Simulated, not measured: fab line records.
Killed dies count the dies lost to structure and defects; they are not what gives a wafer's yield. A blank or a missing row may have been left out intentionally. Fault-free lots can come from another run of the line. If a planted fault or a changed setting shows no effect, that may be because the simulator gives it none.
Lot-split experiment ; flow sfq_line ; 27 wafers read across 5 lots, on a route 325 steps long

== ABOUT THE SPLIT ==
At SFQ_TRILAYER_M3_ETCH_METAL_ETCH_078 (etches Nb in Cl2/Ar, stops on SiO2, target depth 240 nm, time 120 s), the setting time_s was moved away from the recipe's 120 s on 9 of the 27 wafers read, by -44.4% to +47.0%. The other wafers ran this setting at the recipe's value.

The reading comes from the split's own step.

== THE READING ==
KrF_of_TRILAYER_M3_LITHO_COAT_075.thk_nm (the simulator's own value, which no gauge read), in nm, at SFQ_TRILAYER_M3_ETCH_METAL_ETCH_078 (etches Nb in Cl2/Ar, stops on SiO2, target depth 240 nm, time 120 s). The file does not state a usual value for it. The 18 wafers here that ran the recipe average 382.0 nm, standard deviation 4.8 nm.

wafer;tool, chamber at the split;time_s as run, s;against the recipe;KrF_of_TRILAYER_M3_LITHO_COAT_075.thk_nm, nm;against lot-mates on the recipe
L074.1;rie_metal-02, 0;120;recipe;380.6;-
L074.2;rie_metal-02, 1;176.4;+47.0%;318;-61.5
L074.3;rie_metal-02, 1;176.4;+47.0%;316.2;-63.3
L074.4;rie_metal-02, 0;120;recipe;379.4;-
L074.5;rie_metal-02, 1;176.4;+47.0%;316.6;-62.9
L074.6;rie_metal-02, 0;120;recipe;378.6;-
L076.1;rie_metal-02, 1;120;recipe;378;-
L076.2;rie_metal-02, 0;120;recipe;372.8;-
L076.5;rie_metal-02, 0;120;recipe;374.2;-
L078.1;rie_metal-04, 1;120;recipe;385.3;-
L078.2;rie_metal-04, 0;120;recipe;386.1;-
L078.3;rie_metal-04, 1;120;recipe;385.7;-
L078.4;rie_metal-04, 0;120;recipe;384.2;-
L078.5;rie_metal-04, 0;120;recipe;386.7;-
L078.6;rie_metal-04, 1;120;recipe;385.5;-
L083.1;rie_metal-02, 1;120;recipe;378;-
L083.2;rie_metal-02, 1;66.68;-44.4%;440.2;+61.7
L083.3;rie_metal-02, 1;66.68;-44.4%;441.4;+62.9
L083.4;rie_metal-02, 1;120;recipe;378.5;-
L083.5;rie_metal-02, 1;66.68;-44.4%;439.3;+60.8
L083.6;rie_metal-02, 1;120;recipe;378.9;-
L084.1;rie_metal-04, 1;120;recipe;386.1;-
L084.2;rie_metal-04, 0;73.43;-38.8%;442.8;+54.8
L084.3;rie_metal-04, 0;120;recipe;387.8;-
L084.4;rie_metal-04, 1;73.43;-38.8%;438.6;+50.6
L084.5;rie_metal-04, 0;120;recipe;390.1;-
L084.6;rie_metal-04, 1;73.43;-38.8%;439.7;+51.7

FIT RESULTS
A straight line over all 27 wafers: KrF_of_TRILAYER_M3_LITHO_COAT_075.thk_nm changes by -1.39 nm for each +1% of time_s; r = -0.99; the points scatter about the line by 4.6 nm.
The same after taking each lot's own level away (the mean of its wafers on the recipe; 27 wafers): -1.36 nm for each +1%; r = -1.00; scatter 1.4 nm.
The reading moves by 64 nm for the largest change in time_s, on that fit.
From 375.00 to 388.00 nm: that is the span of the lots' own levels, equal to 2.7 times the standard deviation above.
So the lot-to-lot level changes the slope little: the two slopes agree.
Check: -63.9 nm against its lot-mates is what the line predicts for one of the wafers moved furthest among these (+47.0%) when that wafer is left out of the fit. Against them it came out at -61.5 nm.
Tool readings at the split's step, against how far the setting was moved: oes_product_au r = -0.89.

== THE WHOLE CHAIN: every reading that the file lists as answering this split, in the file's order ==
step;what it does;reading;change (the file's fit);r (the file's)
SFQ_TRILAYER_M3_ETCH_METAL_ETCH_078;etches Nb in Cl2/Ar, stops on SiO2, target depth 240 nm, time 120 s;oes_product_au;not straight: 1.004 at the lowest setting, 0.893 at the recipe, 0.867 at the highest;not given
SFQ_TRILAYER_M3_ETCH_METAL_ETCH_078;etches Nb in Cl2/Ar, stops on SiO2, target depth 240 nm, time 120 s;M3.feature_depth_nm (the simulator's own value, which no gauge read);not straight: 134.4 at the lowest setting, 199.5 at the recipe, 211.1 at the highest;not given
SFQ_TRILAYER_M3_ETCH_METAL_ETCH_078;etches Nb in Cl2/Ar, stops on SiO2, target depth 240 nm, time 120 s;KrF_of_TRILAYER_M3_LITHO_COAT_075.thk_nm (the simulator's own value, which no gauge read);-1.36 nm for each +1% of the setting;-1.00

== FILE'S OWN FIT ==
KrF_of_TRILAYER_M3_LITHO_COAT_075.thk_nm changes by -1.36 nm for each +1% of time_s, r = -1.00.
